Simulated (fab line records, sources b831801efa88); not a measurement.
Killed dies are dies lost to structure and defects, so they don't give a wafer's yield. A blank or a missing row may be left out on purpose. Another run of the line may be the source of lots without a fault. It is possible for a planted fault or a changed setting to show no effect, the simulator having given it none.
fab line records    flow sky130
record: lots: 11  wafers: 33  lastDay: 50
route steps=708 shown LOCAL_INTERCONNECT@399 CONTACT@410 PAD_OPEN@708
lots with no fault: from the same line, run without faults
startH: the number of hours between the record's first day and the start of the first shown wafer of the lot    waitH: hours since the lot's step before    " same as the row above    L1.1+2: a row that stands for several wafers    - value missing, or start not given    * or withheld: withheld    < > ~ a bound
route shown NAME@n: a module of which the file shows steps, and the number in the route of the first    usual: average and standard deviation across the fault-free wafers    same: alike in all rows    chamber/n: place in a boat    sites: each site's reading    _std_site: their standard deviation    _edge_site: inner sites' mean taken away from outer sites' mean    radiusMm: how far each site lies from the wafer's centre    mask NAME#n: copy n    behind: the tool/chamber that last shaped the wafer    hold: what put the lot on hold/how long, in hours/how the hold closed    device: the n, p or np transistor that did not switch    end of line: the route-end tests of the same wafers    a step without rows: its recipe alone    killed: dies lost to structure and defects at the first sort, not the wafer's yield    map: shows each die of a wafer: x if killed, . if not, _ if none is there
set.NAME: the run value of the setting; set.NAME@STEP: its run value at that earlier step    model.NAME: the simulator's own value behind a step, which no gauge read
route steps across a sampled set of lots; one table per step, one row per wafer
services: the hour from which a tool's chamber was out of use, counted from the record's first day as startH (under 0 if before that day), plus the number of hours and why
== steps ==
step: SKY_LOCAL_INTERCONNECT_OVL_MEAS_12
usual: LOCAL_INTERCONNECT_OVL: 3/4.9
lot.wafer  tool        chamber  startH  waitH  LOCAL_INTERCONNECT_OVL[nm]
L514.4     overlay-02  -        706.28  0.1    3
L514.5     "           -        "       "      -2
L514.6     "           -        "       "      1
L515.4     overlay-02  -        715.99  0.1    -7
L515.5     "           -        "       "      -6
L515.6     "           -        "       "      -3
L516.1     overlay-02  -        733.92  0.1    -2
L516.4     "           -        "       "      1
L516.6     "           -        "       "      0
L519.1     overlay-02  -        752.17  0.1    -4
L519.2     "           -        "       "      -5
L519.3     "           -        "       "      3
L520.1     overlay-02  -        756.66  0.1    6
L520.4     "           -        "       "      3
L520.6     "           -        "       "      5
L525.1     overlay-01  -        789.56  0.1    9
L525.4     "           -        "       "      7
L525.5     "           -        "       "      5
L526.3     overlay-01  -        811.26  0.1    5
L526.4     "           -        "       "      13
L526.6     "           -        "       "      7
L530.3     overlay-02  -        837.62  0.1    7
L530.4     "           -        "       "      4
L530.5     "           -        "       "      4
L535.1     overlay-02  -        881.61  0.1    10
L535.3     "           -        "       "      13
L535.6     "           -        "       "      9
L536.2     overlay-01  -        888.76  0.1    5
L536.3     "           -        "       "      3
L536.6     "           -        "       "      3
L537.1     overlay-01  -        896.86  0.1    10
L537.2     "           -        "       "      11
L537.4     "           -        "       "      14
step: SKY_LOCAL_INTERCONNECT_METAL_ETCH_14
recipe: targetDepthNm: 110  stopOn: PSG  chemistry: Cl2/BCl3  target: TiN  resistSidewallDeg: 88  pressureMtorr: 10  icpW: 900  biasW: 48.5  Cl2_flow_sccm: 60  bcl3FlowSccm: 30  timeS: 31.4
usual: drypumpMotorCurrentA: 5.60/0.26  oesProductAu: 0.943/0.0069  throttleValvePct: 21.900/0.01
lot.wafer  tool         chamber  startH  waitH  drypumpMotorCurrentA  oesProductAu  rfHoursCounterH  throttleValvePct
L514.4     rieMetal-03  1        706.38  0.0    5.83                  0.950         -                21.893
L514.5     "            1        "       "      5.80                  0.946         -                21.905
L514.6     "            0        "       "      5.65                  0.937         -                21.917
L515.4     rieMetal-02  1        716.19  0.1    5.51                  0.951         -                21.886
L515.5     "            1        "       "      5.53                  0.946         -                21.891
L515.6     "            1        "       "      5.55                  0.954         -                21.892
L516.1     rieMetal-02  0        734.02  0.0    5.47                  0.935         9                21.898
L516.4     "            1        "       "      5.51                  0.940         -                21.903
L516.6     "            0        "       "      5.45                  0.945         -                21.903
L519.1     rieMetal-03  0        752.27  0.0    5.68                  0.938         9                21.907
L519.2     "            1        "       "      5.80                  0.951         12               21.891
L519.3     "            1        "       "      5.79                  0.949         -                21.907
L520.1     rieMetal-02  1        756.76  0.0    5.49                  0.938         3                21.906
L520.4     "            0        "       "      5.46                  0.934         -                21.915
L520.6     "            1        "       "      5.47                  0.946         -                21.900
L525.1     rieMetal-03  1        789.66  0.0    5.82                  0.939         14               21.914
L525.4     "            1        "       "      5.80                  0.948         -                21.883
L525.5     "            0        "       "      5.65                  0.942         -                21.893
L526.3     rieMetal-01  1        811.37  0.0    5.11                  0.945         -                21.904
L526.4     "            0        "       "      6.04                  0.939         -                21.896
L526.6     "            1        "       "      5.12                  0.934         -                21.918
L530.3     rieMetal-03  0        837.73  0.0    5.70                  0.934         -                21.911
L530.4     "            1        "       "      5.82                  0.940         -                21.904
L530.5     "            0        "       "      5.66                  0.934         -                21.906
L535.1     rieMetal-03  1        881.71  0.0    5.83                  0.942         17               21.889
L535.3     "            1        "       "      5.82                  0.946         -                21.889
L535.6     "            1        "       "      5.81                  0.954         -                21.890
L536.2     rieMetal-02  0        888.85  0.0    5.47                  0.955         15               21.883
L536.3     "            1        "       "      5.47                  0.934         -                21.894
L536.6     "            1        "       "      5.49                  0.940         -                21.892
L537.1     rieMetal-03  0        897.02  0.1    5.63                  0.950         15               21.894
L537.2     "            0        "       "      5.65                  0.939         -                21.900
L537.4     "            0        "       "      5.65                  0.945         -                21.899
step: SKY_CONTACT_CMP_04
recipe: material: SiO2  downForcePsi: 4  platenRpm: 60  padVelocityMS: 0.94248
usual: edgeZonePressureFrac: 1.000/0.0049  motorCurrentA: 11.6/1.2  timeToEndpointS: 85/5
lot.wafer  tool    chamber  startH  waitH  edgeZonePressureFrac  motorCurrentA  timeToEndpointS
L514.4     cmp-02  3        707.42  0.2    1.003                 11.5           80
L514.6     "       0        "       "      1.006                 10.1           79
L514.5     "       1        "       "      1.002                 12.2           73
L515.4     cmp-01  3        717.10  0.1    0.993                 12.8           87
L515.5     "       2        "       "      1.008                 10.4           81
L515.6     "       3        "       "      0.994                 12.7           83
L516.1     cmp-01  0        734.89  0.1    0.997                 10.4           85
L516.4     "       3        "       "      1.007                 12.2           89
L516.6     "       0        "       "      0.994                 10.9           86
L519.3     cmp-01  3        753.28  0.2    1.002                 13.8           81
L519.2     "       0        "       "      1.003                 11.4           86
L519.1     "       2        "       "      0.994                 10.1           86
L520.4     cmp-02  1        757.67  0.0    0.998                 11.8           78
L520.1     "       2        "       "      1.011                 12.7           80
L520.6     "       1        "       "      1.005                 12.2           76
L525.1     cmp-01  1        790.58  0.1    1.002                 11.9           97
L525.4     "       2        "       "      1.007                 9.6            85
L525.5     "       1        "       "      1.005                 12.5           97
L526.4     cmp-01  0        812.31  0.1    0.995                 10.4           89
L526.3     "       1        "       "      0.997                 12.1           94
L526.6     "       2        "       "      0.999                 9.8            93
L530.4     cmp-01  0        838.61  0.1    1.006                 11.3           87
L530.3     "       2        "       "      0.998                 9.9            79
L530.5     "       1        "       "      1.002                 13.0           90
L535.3     cmp-02  1        882.58  0.0    0.998                 11.9           81
L535.1     "       2        "       "      0.996                 14.1           86
L535.6     "       1        "       "      0.990                 11.9           82
L536.2     cmp-01  0        889.79  0.1    0.996                 10.6           85
L536.3     "       2        "       "      1.006                 10.1           80
L536.6     "       0        "       "      0.997                 11.3           78
L537.4     cmp-02  1        898.03  0.1    1.000                 12.0           75
L537.1     "       2        "       "      1.003                 13.0           81
L537.2     "       3        "       "      0.998                 12.3           78
step: SKY_CONTACT_CVD_24
recipe: material: W  targetThkNm: 340  timeS: 102.12  tempC: 400  pressureTorr: 40
usual: chamberPressureTorr: 39.99/0.09  heaterPowerW: 809/34
lot.wafer  tool     chamber  startH  waitH  chamberPressureTorr  heaterPowerW  sinceWetCleanH
L514.4     cvdW-02  1        736.26  0.1    39.89                785           -
L514.5     "        1        "       "      39.97                785           -
L514.6     "        0        "       "      39.99                828           -
L515.4     cvdW-02  1        745.34  0.1    40.08                777           -
L515.5     "        1        "       "      40.04                794           -
L515.6     "        0        "       "      39.99                794           -
L516.1     cvdW-01  1        763.76  0.0    39.88                876           860
L516.4     "        1        "       "      40.03                874           -
L516.6     "        1        "       "      39.87                887           -
L519.1     cvdW-01  1        782.52  0.0    39.85                886           879
L519.2     "        0        "       "      40.05                787           879
L519.3     "        0        "       "      40.05                797           -
L520.1     cvdW-01  0        785.70  0.0    39.93                755           882
L520.4     "        1        "       "      39.85                881           -
L520.6     "        1        "       "      39.80                855           -
L525.1     cvdW-01  1        818.72  0.0    33.08                860           915
L525.4     "        1        "       "      33.12                879           -
L525.5     "        1        "       "      32.94                864           -
L526.3     cvdW-01  0        839.23  0.1    40.05                782           -
L526.4     "        1        "       "      33.17                860           -
L526.6     "        1        "       "      33.24                875           -
L530.3     cvdW-02  0        866.36  0.1    40.16                807           -
L530.4     "        1        "       "      40.07                788           -
L530.5     "        1        "       "      40.03                787           -
L535.1     cvdW-02  1        909.30  0.0    40.11                791           505
L535.3     "        1        "       "      40.01                784           -
L535.6     "        0        "       "      39.90                810           -
L536.2     cvdW-02  1        917.07  0.0    39.98                788           513
L536.3     "        1        "       "      39.85                786           -
L536.6     "        1        "       "      39.95                799           -
L537.1     cvdW-02  0        925.10  0.0    40.00                810           521
L537.2     "        1        "       "      40.11                767           521
L537.4     "        0        "       "      40.03                796           -
step: SKY_CONTACT_RS_MEAS_25
recipe: thkMeasGauge: four-point-probe  reads: W_of_CONTACT_CVD_24+TiN_of_CONTACT_SPUTTER_23
usual: CONTACT_W_RS: 0.339/0.005
lot.wafer  tool          chamber  startH  waitH  CONTACT_W_RS[ohm/sq]
L514.4     filmMetro-03  -        736.40  0.1    0.334
L514.5     "             -        "       "      0.332
L514.6     "             -        "       "      0.337
L515.4     filmMetro-04  -        745.47  0.1    0.342
L515.5     "             -        "       "      0.338
L515.6     "             -        "       "      0.338
L516.1     filmMetro-01  -        763.87  0.1    0.345
L516.4     "             -        "       "      0.349
L516.6     "             -        "       "      0.347
L519.1     filmMetro-01  -        782.63  0.1    0.350
L519.2     "             -        "       "      0.342
L519.3     "             -        "       "      0.342
L520.1     filmMetro-03  -        785.81  0.1    0.340
L520.4     "             -        "       "      0.345
L520.6     "             -        "       "      0.343
L525.1     filmMetro-03  -        818.83  0.1    0.378
L525.4     "             -        "       "      0.378
L525.5     "             -        "       "      0.375
L526.3     filmMetro-01  -        839.34  0.1    0.341
L526.4     "             -        "       "      0.373
L526.6     "             -        "       "      0.373
L530.3     filmMetro-01  -        866.48  0.1    0.337
L530.4     "             -        "       "      0.331
L530.5     "             -        "       "      0.329
L535.1     filmMetro-03  -        909.41  0.1    0.334
L535.3     "             -        "       "      0.337
L535.6     "             -        "       "      0.339
L536.2     filmMetro-03  -        917.20  0.1    0.339
L536.3     "             -        "       "      0.339
L536.6     "             -        "       "      0.338
L537.1     filmMetro-04  -        925.21  0.1    0.337
L537.2     "             -        "       "      0.331
L537.4     "             -        "       "      0.335
step: SKY_CONTACT_THK_MEAS_26
recipe: thkMeasGauge: xrf  reads: W_of_CONTACT_CVD_24
usual: CONTACT_W_THK: 331/5.7
lot.wafer  tool          chamber  startH  waitH  CONTACT_W_THK[nm]
L514.4     filmMetro-03  -        736.49  0.1    334
L514.5     "             -        "       "      338
L514.6     "             -        "       "      331
L515.4     filmMetro-04  -        745.56  0.1    325
L515.5     "             -        "       "      328
L515.6     "             -        "       "      327
L516.1     filmMetro-01  -        763.99  0.1    323
L516.4     "             -        "       "      321
L516.6     "             -        "       "      323
L519.1     filmMetro-01  -        782.75  0.1    321
L519.2     "             -        "       "      327
L519.3     "             -        "       "      329
L520.1     filmMetro-03  -        785.93  0.1    333
L520.4     "             -        "       "      332
L520.6     "             -        "       "      332
L525.1     filmMetro-03  -        818.95  0.1    300
L525.4     "             -        "       "      302
L525.5     "             -        "       "      304
L526.3     filmMetro-01  -        839.44  0.1    328
L526.4     "             -        "       "      301
L526.6     "             -        "       "      298
L530.3     filmMetro-01  -        866.58  0.1    329
L530.4     "             -        "       "      334
L530.5     "             -        "       "      333
L535.1     filmMetro-03  -        909.53  0.1    341
L535.3     "             -        "       "      337
L535.6     "             -        "       "      333
L536.2     filmMetro-03  -        917.31  0.1    333
L536.3     "             -        "       "      336
L536.6     "             -        "       "      338
L537.1     filmMetro-04  -        925.33  0.1    331
L537.2     "             -        "       "      335
L537.4     "             -        "       "      331
step: SKY_PAD_OPEN_PROBE_99
usual: killed_at_M0_to_M3: 43/6.4  killed_at_M4_up: 3.1/2  killedAtContacts: 24/5.2  killedAtFrontEnd: 15/4.3  killedAtOther: 0.2/0.48  killedDies: 85/9.7  killedOpen: 47/6.9  killedShort: 38/6.7
same: grossDies: 492  killedAtBackSide: 0
lot.wafer  tool       chamber  startH   waitH  killed_at_M0_to_M3  killed_at_M4_up  killedAtContacts  killedAtFrontEnd  killedAtOther  killedDies  killedOpen  killedShort
L514.4     prober-01  -        1081.21  0.2    40                  0                23                20                0              83          41          42
L514.5     prober-01  -        1081.26  0.2    39                  8                15                10                0              72          38          34
L514.6     prober-01  -        1081.31  0.2    35                  4                30                10                0              79          43          36
L515.4     prober-01  -        1088.57  0.2    44                  3                30                9                 0              86          49          37
L515.5     prober-01  -        1088.62  0.2    49                  2                25                17                0              93          48          45
L515.6     prober-01  -        1088.67  0.2    47                  6                23                16                1              93          50          43
L516.1     prober-01  -        1103.90  0.1    53                  5                27                10                1              96          57          39
L516.4     prober-01  -        1104.05  0.2    43                  2                24                14                0              83          44          39
L516.6     prober-01  -        1104.15  0.2    54                  2                35                15                1              107         61          46
L519.1     prober-01  -        1113.49  0.1    50                  0                23                8                 0              81          55          26
L519.2     prober-01  -        1113.54  0.1    38                  5                23                13                0              79          46          33
L519.3     prober-01  -        1113.59  0.2    46                  8                25                10                0              89          50          39
L520.1     prober-02  -        1118.64  0.1    41                  2                27                19                0              89          45          44
L520.4     prober-02  -        1118.79  0.2    44                  4                22                19                0              89          49          40
L520.6     prober-02  -        1118.89  0.2    35                  6                17                13                0              71          34          37
L525.1     prober-01  -        1144.25  0.1    43                  2                23                19                0              87          54          33
L525.4     prober-01  -        1144.40  0.2    53                  5                23                20                0              101         59          42
L525.5     prober-01  -        1144.45  0.2    29                  3                26                20                0              78          40          38
L526.3     prober-02  -        1158.04  0.2    42                  8                24                17                0              91          45          46
L526.4     prober-02  -        1158.09  0.2    52                  3                18                14                2              89          50          39
L526.6     prober-02  -        1158.19  0.2    57                  5                19                11                0              92          55          37
L530.3     prober-02  -        1174.68  0.2    35                  5                31                8                 0              79          42          37
L530.4     prober-02  -        1174.73  0.2    36                  3                30                19                0              88          48          40
L530.5     prober-02  -        1174.78  0.2    39                  3                26                8                 0              76          45          31
L535.1     prober-01  -        1204.53  0.1    48                  3                30                14                0              95          60          35
L535.3     prober-01  -        1204.63  0.2    43                  5                25                8                 0              81          44          37
L535.6     prober-01  -        1204.78  0.2    38                  2                24                12                0              76          33          43
L536.2     prober-02  -        1207.41  0.1    45                  5                26                20                0              96          52          44
L536.3     prober-02  -        1207.46  0.2    36                  2                26                11                0              75          40          35
L536.6     prober-02  -        1207.61  0.2    36                  2                29                19                0              86          46          40
L537.1     prober-02  -        1211.56  0.1    35                  3                16                10                0              64          35          29
L537.2     prober-02  -        1211.61  0.1    41                  1                26                13                0              81          50          31
L537.4     prober-02  -        1211.71  0.2    41                  1                32                11                0              85          50          35
killed by level:class
L514.4 LOCAL_INTERCONNECT:geometricParticle:short=8 METAL1:geometricParticle:short=8 LI_CONTACT:geometricParticle:open=7 VIA2:geometricParticle:open=7 FIELD_ISO:geometricParticle:open=5 POLY_GATE:geometricParticle:short=5 VIA1:geometricParticle:open=5 VIA3:geometricParticle:open=5
L514.5 VIA1:geometricParticle:open=9 VIA1:geometricParticle:short=7 METAL4:geometricParticle:short=6 VIA3:geometricParticle:open=5 VIA2:geometricParticle:open=5 FIELD_ISO:geometricParticle:open=4 CONTACT:geometricParticle:open=4 LI_CONTACT:geometricParticle:short=3
L514.6 VIA1:geometricParticle:open=11 CONTACT:geometricParticle:open=7 LI_CONTACT:geometricParticle:open=6 LOCAL_INTERCONNECT:geometricParticle:short=6 POLY_GATE:geometricParticle:open=5 LI_CONTACT:geometricParticle:short=5 CONTACT:geometricParticle:short=5 METAL2:geometricParticle:short=4
L515.4 VIA1:geometricParticle:open=10 LI_CONTACT:geometricParticle:open=9 CONTACT:geometricParticle:open=9 VIA2:geometricParticle:open=9 CONTACT:geometricParticle:short=8 METAL2:geometricParticle:short=7 VIA3:geometricParticle:open=5 POLY_GATE:geometricParticle:short=4
L515.5 VIA1:geometricParticle:open=14 CONTACT:geometricParticle:open=11 VIA3:geometricParticle:open=9 METAL2:geometricParticle:short=6 VIA3:geometricParticle:short=6 POLY_CUT:geometricParticle:short=5 CONTACT:geometricParticle:short=5 FIELD_ISO:geometricParticle:open=4
L515.6 VIA1:geometricParticle:open=13 CONTACT:geometricParticle:open=8 VIA1:geometricParticle:short=7 POLY_GATE:geometricParticle:short=5 CONTACT:geometricParticle:short=5 LI_CONTACT:geometricParticle:open=5 VIA2:geometricParticle:open=5 POLY_GATE:geometricParticle:open=4
L516.1 VIA1:geometricParticle:open=16 CONTACT:geometricParticle:open=14 METAL2:geometricParticle:short=11 VIA3:geometricParticle:open=7 VIA2:geometricParticle:open=7 CONTACT:geometricParticle:short=6 LI_CONTACT:geometricParticle:open=5 POLY_GATE:geometricParticle:open=4
L516.4 VIA1:geometricParticle:open=10 CONTACT:geometricParticle:open=7 LI_CONTACT:geometricParticle:open=6 VIA1:geometricParticle:short=6 FIELD_ISO:geometricParticle:open=5 CONTACT:geometricParticle:short=5 VIA2:geometricParticle:open=5 LI_CONTACT:geometricParticle:short=4
L516.6 LI_CONTACT:geometricParticle:open=13 VIA1:geometricParticle:open=11 CONTACT:geometricParticle:open=9 VIA2:geometricParticle:open=9 VIA3:geometricParticle:open=9 POLY_GATE:geometricParticle:open=6 CONTACT:geometricParticle:short=6 LOCAL_INTERCONNECT:geometricParticle:short=5
L519.1 VIA1:geometricParticle:open=19 CONTACT:geometricParticle:open=11 VIA3:geometricParticle:open=8 VIA3:geometricParticle:short=6 LI_CONTACT:geometricParticle:open=5 METAL2:geometricParticle:short=5 POLY_GATE:geometricParticle:open=4 LI_CONTACT:geometricParticle:short=4
L519.2 CONTACT:geometricParticle:open=9 VIA1:geometricParticle:open=9 METAL1:geometricParticle:short=7 LI_CONTACT:geometricParticle:open=6 CONTACT:geometricParticle:short=6 VIA2:geometricParticle:open=5 POLY_GATE:geometricParticle:short=4 VIA3:geometricParticle:open=4
L519.3 VIA1:geometricParticle:open=11 CONTACT:geometricParticle:open=10 VIA2:geometricParticle:short=8 LI_CONTACT:geometricParticle:open=7 VIA3:geometricParticle:open=6 METAL4:geometricParticle:short=6 VIA2:geometricParticle:open=5 METAL1:geometricParticle:short=5
L520.1 CONTACT:geometricParticle:open=15 VIA1:geometricParticle:open=9 METAL1:geometricParticle:short=7 FIELD_ISO:geometricParticle:short=6 VIA1:geometricParticle:short=6 FIELD_ISO:geometricParticle:open=5 LOCAL_INTERCONNECT:geometricParticle:short=5 METAL2:geometricParticle:short=5
L520.4 VIA3:geometricParticle:open=9 CONTACT:geometricParticle:open=9 POLY_GATE:geometricParticle:open=7 LI_CONTACT:geometricParticle:open=7 POLY_GATE:geometricParticle:short=6 VIA1:geometricParticle:open=6 METAL2:geometricParticle:short=5 VIA2:geometricParticle:open=5
L520.6 CONTACT:geometricParticle:open=8 VIA1:geometricParticle:open=7 VIA3:geometricParticle:open=6 VIA2:geometricParticle:open=5 METAL4:geometricParticle:short=5 CONTACT:geometricParticle:short=4 VIA1:geometricParticle:short=4 FIELD_ISO:geometricParticle:short=3
L525.1 VIA1:geometricParticle:open=11 CONTACT:geometricParticle:open=8 LI_CONTACT:geometricParticle:open=7 VIA2:geometricParticle:short=7 POLY_GATE:geometricParticle:open=6 METAL2:geometricParticle:short=6 VIA2:geometricParticle:open=6 VIA3:geometricParticle:open=5
L525.4 VIA1:geometricParticle:open=11 CONTACT:geometricParticle:open=10 VIA2:geometricParticle:open=10 VIA3:geometricParticle:open=8 VIA1:geometricParticle:short=7 LI_CONTACT:geometricParticle:short=6 FIELD_ISO:geometricParticle:short=5 METAL1:geometricParticle:open=5
L525.5 LI_CONTACT:geometricParticle:open=9 FIELD_ISO:geometricParticle:short=7 CONTACT:geometricParticle:open=6 LOCAL_INTERCONNECT:geometricParticle:short=5 VIA1:geometricParticle:open=5 VIA3:geometricParticle:open=5 POLY_GATE:geometricParticle:short=4 VIA1:geometricParticle:short=4
L526.3 CONTACT:geometricParticle:open=11 VIA1:geometricParticle:open=10 METAL4:geometricParticle:short=7 LI_CONTACT:geometricParticle:open=6 POLY_GATE:geometricParticle:short=5 METAL2:geometricParticle:short=5 VIA2:geometricParticle:open=5 POLY_GATE:geometricParticle:open=4
L526.4 VIA1:geometricParticle:open=14 VIA2:geometricParticle:open=8 LI_CONTACT:geometricParticle:open=7 METAL1:geometricParticle:short=5 METAL2:geometricParticle:short=5 VIA2:geometricParticle:short=5 FIELD_ISO:geometricParticle:short=4 CONTACT:geometricParticle:open=4
L526.6 VIA1:geometricParticle:open=18 VIA2:geometricParticle:open=13 CONTACT:geometricParticle:open=9 VIA1:geometricParticle:short=6 METAL2:geometricParticle:short=5 METAL4:geometricParticle:short=5 LI_CONTACT:geometricParticle:short=4 FIELD_ISO:geometricParticle:open=3
L530.3 CONTACT:geometricParticle:open=10 LOCAL_INTERCONNECT:geometricParticle:short=9 VIA3:geometricParticle:open=8 LI_CONTACT:geometricParticle:open=6 METAL2:geometricParticle:short=5 VIA1:geometricParticle:open=5 VIA2:geometricParticle:open=5 VIA3:geometricParticle:short=4
L530.4 CONTACT:geometricParticle:open=10 VIA1:geometricParticle:open=10 VIA3:geometricParticle:open=8 LI_CONTACT:geometricParticle:open=7 FIELD_ISO:geometricParticle:short=6 LOCAL_INTERCONNECT:geometricParticle:short=5 CONTACT:geometricParticle:short=5 FIELD_ISO:geometricParticle:open=4
L530.5 CONTACT:geometricParticle:open=11 VIA1:geometricParticle:open=9 LI_CONTACT:geometricParticle:open=7 METAL2:geometricParticle:short=5 VIA2:geometricParticle:open=5 LI_CONTACT:geometricParticle:short=4 METAL1:geometricParticle:short=4 VIA3:geometricParticle:open=4
L535.1 LI_CONTACT:geometricParticle:open=12 VIA1:geometricParticle:open=11 CONTACT:geometricParticle:open=9 VIA2:geometricParticle:open=9 CONTACT:geometricParticle:short=8 POLY_GATE:geometricParticle:open=5 VIA1:geometricParticle:short=5 POLY_GATE:geometricParticle:short=4
L535.3 VIA1:geometricParticle:open=12 CONTACT:geometricParticle:open=9 CONTACT:geometricParticle:short=7 VIA2:geometricParticle:open=6 VIA2:geometricParticle:short=4 METAL3:geometricParticle:short=4 VIA3:geometricParticle:open=4 METAL4:geometricParticle:short=4
L535.6 VIA1:geometricParticle:open=10 LI_CONTACT:geometricParticle:open=8 CONTACT:geometricParticle:short=7 VIA2:geometricParticle:short=6 LOCAL_INTERCONNECT:geometricParticle:short=5 METAL2:geometricParticle:short=5 POLY_GATE:geometricParticle:short=4 METAL1:geometricParticle:short=4
L536.2 VIA1:geometricParticle:open=10 LI_CONTACT:geometricParticle:open=8 CONTACT:geometricParticle:open=7 LOCAL_INTERCONNECT:geometricParticle:short=6 VIA3:geometricParticle:open=6 VIA2:geometricParticle:open=6 VIA3:geometricParticle:short=6 POLY_GATE:geometricParticle:short=5
L536.3 VIA1:geometricParticle:open=8 LI_CONTACT:geometricParticle:open=8 CONTACT:geometricParticle:open=7 CONTACT:geometricParticle:short=5 VIA1:geometricParticle:short=5 VIA3:geometricParticle:open=5 FIELD_ISO:geometricParticle:short=4 LOCAL_INTERCONNECT:geometricParticle:short=4
L536.6 CONTACT:geometricParticle:open=13 VIA2:geometricParticle:open=8 VIA1:geometricParticle:short=7 VIA1:geometricParticle:open=6 POLY_GATE:geometricParticle:short=5 LI_CONTACT:geometricParticle:open=5 CONTACT:geometricParticle:short=5 VIA3:geometricParticle:open=5
L537.1 VIA1:geometricParticle:open=11 VIA2:geometricParticle:short=8 CONTACT:geometricParticle:open=5 LI_CONTACT:geometricParticle:short=4 FIELD_ISO:geometricParticle:open=3 CONTACT:geometricParticle:short=3 METAL1:geometricParticle:short=3 VIA2:geometricParticle:open=3
L537.2 CONTACT:geometricParticle:open=12 VIA1:geometricParticle:open=9 LI_CONTACT:geometricParticle:open=6 VIA2:geometricParticle:open=6 METAL1:geometricParticle:short=5 METAL2:geometricParticle:short=4 FIELD_ISO:geometricParticle:open=4 VIA3:geometricParticle:open=4
L537.4 CONTACT:geometricParticle:open=15 LI_CONTACT:geometricParticle:open=8 VIA3:geometricParticle:open=8 METAL2:geometricParticle:short=7 CONTACT:geometricParticle:short=5 METAL1:geometricParticle:short=5 VIA1:geometricParticle:open=5 VIA2:geometricParticle:open=5
== services ==
tool         chamber  startH  hours  kind
rieMetal-02  0        709.97  21.6   repair
cvdW-01      0        721.04  5.2    repair
cmp-02       -        723.92  0.7    repair
cmp-02       -        731.34  12.4   pm
cvdW-01      -        733.32  1.2    repair
cvdW-01      0        742.71  4.6    repair
cmp-01       -        744.29  4.0    pm
cvdW-01      1        744.33  2.4    repair
cmp-01       -        752.86  0.4    repair
cmp-02       -        783.91  3.3    pm
rieMetal-02  0        785.39  2.7    repair
cvdW-02      -        787.16  2.1    repair
rieMetal-03  1        807.27  1.1    repair
rieMetal-02  -        814.68  2.5    repair
cvdW-01      -        826.90  3.8    pm
cmp-02       -        831.39  3.8    repair
cmp-02       -        837.04  22.1   repair
cvdW-01      -        860.29  28.1   pm
cvdW-02      -        887.37  3.7    repair
cmp-01       -        901.02  0.4    repair
cvdW-01      -        904.00  14.0   pm
cmp-01       -        911.82  1.1    repair
cmp-02       -        912.41  4.0    pm
cmp-01       -        916.41  6.4    pm
== key ==
firstSign: step: SKY_CONTACT_CVD_24  reading: chamberPressureTorr  direction: down  sigmas: 77  usual: 39.99  struck: 33.11
effect: step: SKY_CONTACT_RS_MEAS_25  reading: CONTACT_W_RS  direction: up  sigmas: 7.3  usual: 0.339  struck: 0.375
effect: step: SKY_CONTACT_THK_MEAS_26  reading: CONTACT_W_THK  direction: down  sigmas: 5.3  usual: 331  struck: 301
metAt SKY_CONTACT_CVD_24
struckLots L525,L526
struckWafers L525.1,L525.4,L525.5,L526.4,L526.6
testerLeftOut L525,L526
notActingAt SKY_LOCAL_INTERCONNECT_OVL_MEAS_12,SKY_LOCAL_INTERCONNECT_METAL_ETCH_14,SKY_CONTACT_CMP_04
onsetBetween 785.70 818.72
fault: kind: processParameterDrift  tool: cvdW-01  chamber: 1  onsetH: 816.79  steps: SKY_CONTACT_CVD_24  channel: pressureTorr  offset: -6.8383  shape: step  endH: 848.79  actsIn: theseRecipesOnly  stated: 40
testerLeftOut: of these lots the tester's yield and bins aren't shown, on N5 and GAA mostly nor the transistor test; their killed dies are dies lost to structure and defects alone, not to doping, threshold or leakage, so they don't give the yield
